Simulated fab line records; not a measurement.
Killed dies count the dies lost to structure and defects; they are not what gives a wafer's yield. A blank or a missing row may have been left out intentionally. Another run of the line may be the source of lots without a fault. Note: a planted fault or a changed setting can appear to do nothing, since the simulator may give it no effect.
The tool behind it: which one? :: flow sky130 :: 12 lots, 36 wafers sampled, at 4 steps of a route of 708

WHAT THE GAUGES SHOWED, per wafer
SKY_VT_ADJUST_HVTR_TW_MEAS_11.
lot: L625
measured: day 9 12:22
on: filmMetro-04
VT_ADJUST_HVTR_TW: 212.2 211.0 211.6

lot: L628
measured: day 10 12:56
on: filmMetro-02
VT_ADJUST_HVTR_TW: 215.6 215.6 214.8

lot: L630
measured: day 10 23:46
on: filmMetro-03
VT_ADJUST_HVTR_TW: 211.7 211.7 212.0

lot: L632
measured: day 11 13:18
on: filmMetro-03
VT_ADJUST_HVTR_TW: 210.5 210.3 211.0

lot: L633
measured: day 11 18:56
on: filmMetro-02
VT_ADJUST_HVTR_TW: 212.1 213.4 212.9

lot: L640
measured: day 14 08:13
on: filmMetro-02
VT_ADJUST_HVTR_TW: 215.7 216.3 216.1

lot: L642
measured: day 14 17:52
on: filmMetro-02
VT_ADJUST_HVTR_TW: 216.2 215.1 215.5

lot: L643
measured: day 15 00:57
on: filmMetro-04
VT_ADJUST_HVTR_TW: 210.5 210.5 210.6

lot: L644
measured: day 15 13:11
on: filmMetro-03
VT_ADJUST_HVTR_TW: 211.4 212.2 211.7

lot: L645
measured: day 15 18:56
on: filmMetro-02
VT_ADJUST_HVTR_TW: 213.8 213.4 213.5

lot: L646
measured: day 16 02:29
on: filmMetro-04
VT_ADJUST_HVTR_TW: 211.2 212.1 210.3

lot: L647
measured: day 16 08:05
on: filmMetro-04
VT_ADJUST_HVTR_TW: 212.4 211.8 210.3

SKY_POLY_GATE_THK_MEAS_04.
lot: L625
measured: day 15 07:01
on: filmMetro-02
POLY_GATE_CVD_03_THK (nm): 75.3 75.5 75.7

lot: L628
measured: day 16 09:51
on: filmMetro-01
POLY_GATE_CVD_03_THK (nm): 73.4 73.8 73.7

lot: L630
measured: day 17 03:59
on: filmMetro-01
POLY_GATE_CVD_03_THK (nm): 76.3 76.3 75.9

lot: L632
measured: day 17 18:35
on: filmMetro-01
POLY_GATE_CVD_03_THK (nm): 41.9 41.7 42.0 41.9 41.6 42.0

lot: L633
measured: day 17 23:23
on: filmMetro-02
POLY_GATE_CVD_03_THK (nm): 42.1 42.6 42.8 42.2 42.7 42.8

lot: L640
measured: day 21 01:38
on: filmMetro-02
POLY_GATE_CVD_03_THK (nm): 74.5 75.8 74.4

lot: L642
measured: day 21 12:44
on: filmMetro-04
POLY_GATE_CVD_03_THK (nm): 75.2 75.3 75.0

lot: L643
measured: day 21 19:35
on: filmMetro-02
POLY_GATE_CVD_03_THK (nm): 74.0 73.9 74.4

lot: L644
measured: day 22 08:23
on: filmMetro-01
POLY_GATE_CVD_03_THK (nm): 74.8 73.7 74.8

lot: L645
measured: day 22 11:58
on: filmMetro-02
POLY_GATE_CVD_03_THK (nm): 74.7 75.0 75.1

lot: L646
measured: day 22 22:26
on: filmMetro-02
POLY_GATE_CVD_03_THK (nm): 74.8 74.7 74.2

lot: L647
measured: day 23 01:40
on: filmMetro-02
POLY_GATE_CVD_03_THK (nm): 74.5 74.5 74.7

TOOL THAT RAN EACH LOT (tool first, then ch and the chambers of the sampled wafers, then the start)
lot: L625
SKY_VT_ADJUST_NCORE_STRIP_10: plasmaAsher-01 ch 0,1, day 8 14:25
SKY_POLY_GATE_CVD_03: lpcvd-02 ch 0, day 15 05:40

lot: L628
SKY_VT_ADJUST_NCORE_STRIP_10: plasmaAsher-01 ch 0,1, day 9 14:07
SKY_POLY_GATE_CVD_03: lpcvd-02 ch 1, day 16 08:29

lot: L630
SKY_VT_ADJUST_NCORE_STRIP_10: plasmaAsher-02 ch 0, day 10 00:52
SKY_POLY_GATE_CVD_03: lpcvd-02 ch 0, day 17 01:57

lot: L632
SKY_VT_ADJUST_NCORE_STRIP_10: plasmaAsher-02 ch 0,1, day 10 13:26
SKY_POLY_GATE_CVD_03: lpcvd-02 ch 1, day 17 17:14

lot: L633
SKY_VT_ADJUST_NCORE_STRIP_10: plasmaAsher-01 ch 0,1, day 10 18:52
SKY_POLY_GATE_CVD_03: lpcvd-02 ch 0, day 17 22:01

lot: L640
SKY_VT_ADJUST_NCORE_STRIP_10: plasmaAsher-01 ch 0,1, day 13 06:07
SKY_POLY_GATE_CVD_03: lpcvd-02 ch 0, day 21 00:16

lot: L642
SKY_VT_ADJUST_NCORE_STRIP_10: plasmaAsher-02 ch 0,1, day 13 15:07
SKY_POLY_GATE_CVD_03: lpcvd-02 ch 1, day 21 11:22

lot: L643
SKY_VT_ADJUST_NCORE_STRIP_10: plasmaAsher-01 ch 0,1, day 13 22:26
SKY_POLY_GATE_CVD_03: lpcvd-02 ch 0, day 21 18:13

lot: L644
SKY_VT_ADJUST_NCORE_STRIP_10: plasmaAsher-01 ch 0,1, day 14 09:34
SKY_POLY_GATE_CVD_03: lpcvd-02 ch 1, day 22 06:19

lot: L645
SKY_VT_ADJUST_NCORE_STRIP_10: plasmaAsher-01 ch 0,1, day 14 15:32
SKY_POLY_GATE_CVD_03: lpcvd-02 ch 0, day 22 10:37

lot: L646
SKY_VT_ADJUST_NCORE_STRIP_10: plasmaAsher-01 ch 0,1, day 14 22:22
SKY_POLY_GATE_CVD_03: lpcvd-02 ch 0, day 22 21:04

lot: L647
SKY_VT_ADJUST_NCORE_STRIP_10: plasmaAsher-03 ch 0,1, day 15 04:23
SKY_POLY_GATE_CVD_03: lpcvd-02 ch 0, day 23 00:18
- SKY_VT_ADJUST_NCORE_STRIP_10: strips in O2/N2.
- SKY_POLY_GATE_CVD_03: deposits Si3N4 from DCS/NH3, target thk 75 nm, time 1290 s.

WHAT THE TOOLS THEMSELVES READ (means of the sampled wafers that have a number; where no wafer has one, the mark that the record gives instead)
SKY_VT_ADJUST_NCORE_STRIP_10.
lot: L625
tool: plasmaAsher-01
drypumpMotorCurrentA (A): 5.8
oesProductAu (a.u.): 0.718
stripTimeToEndpointS (s): 14.11

lot: L628
tool: plasmaAsher-01
drypumpMotorCurrentA (A): 5.8
oesProductAu (a.u.): 0.714
stripTimeToEndpointS (s): 14.20

lot: L630
tool: plasmaAsher-02
drypumpMotorCurrentA (A): 6.6
oesProductAu (a.u.): 0.716
stripTimeToEndpointS (s): 14.18

lot: L632
tool: plasmaAsher-02
drypumpMotorCurrentA (A): 6.0
oesProductAu (a.u.): 0.716
stripTimeToEndpointS (s): 14.19

lot: L633
tool: plasmaAsher-01
drypumpMotorCurrentA (A): 5.8
oesProductAu (a.u.): 0.717
stripTimeToEndpointS (s): 14.09

lot: L640
tool: plasmaAsher-01
drypumpMotorCurrentA (A): 5.8
oesProductAu (a.u.): 0.715
stripTimeToEndpointS (s): 14.21

lot: L642
tool: plasmaAsher-02
drypumpMotorCurrentA (A): 5.4
oesProductAu (a.u.): 0.711
stripTimeToEndpointS (s): 14.15

lot: L643
tool: plasmaAsher-01
drypumpMotorCurrentA (A): 5.8
oesProductAu (a.u.): 0.716
stripTimeToEndpointS (s): 14.13

lot: L644
tool: plasmaAsher-01
drypumpMotorCurrentA (A): 5.8
oesProductAu (a.u.): 0.717
stripTimeToEndpointS (s): 14.10

lot: L645
tool: plasmaAsher-01
drypumpMotorCurrentA (A): 5.8
oesProductAu (a.u.): 0.712
stripTimeToEndpointS (s): 14.17

lot: L646
tool: plasmaAsher-01
drypumpMotorCurrentA (A): 5.8
oesProductAu (a.u.): 0.713
stripTimeToEndpointS (s): 14.17

lot: L647
tool: plasmaAsher-03
drypumpMotorCurrentA (A): 6.2
oesProductAu (a.u.): 0.716
stripTimeToEndpointS (s): 14.07

THE ANSWER, worked out from the rows above alone
Rule: what is usual is taken from the lots themselves. Put in order of their means at a reading, lots are off if they are a third of the lots or fewer, leave a main group of 4 or more, and stand apart from it by a gap of 3 or more times the standard deviation of the main group's means; of several such gaps the widest counts. The tables above print the reading to a certain number of digits; a main group whose means all agree to those digits is not used. Also off: a lot with no number at a reading for which 4 or more lots have one. Where the step has rows for the other lots, those lots are counted as sound. First the gauges in route order, then the tools' own readings, where a lot's mean is used as printed above. The first step at which some lot is off is used, and at that step the reading that is off furthest; a lot without a number counts as furthest.
Off: L632, L633, seen at SKY_POLY_GATE_THK_MEAS_04 (POLY_GATE_CVD_03_THK). The main group: mean 74.8 nm, standard deviation 0.68.
A tool fits if, at a process step before that reading, it ran every lot that is off, and no sound lot after the first of them. The gauges at SKY_POLY_GATE_THK_MEAS_04 are tried like those tools. No candidate that was tried fits.

WHAT THE SIMULATOR HAD INSERTED
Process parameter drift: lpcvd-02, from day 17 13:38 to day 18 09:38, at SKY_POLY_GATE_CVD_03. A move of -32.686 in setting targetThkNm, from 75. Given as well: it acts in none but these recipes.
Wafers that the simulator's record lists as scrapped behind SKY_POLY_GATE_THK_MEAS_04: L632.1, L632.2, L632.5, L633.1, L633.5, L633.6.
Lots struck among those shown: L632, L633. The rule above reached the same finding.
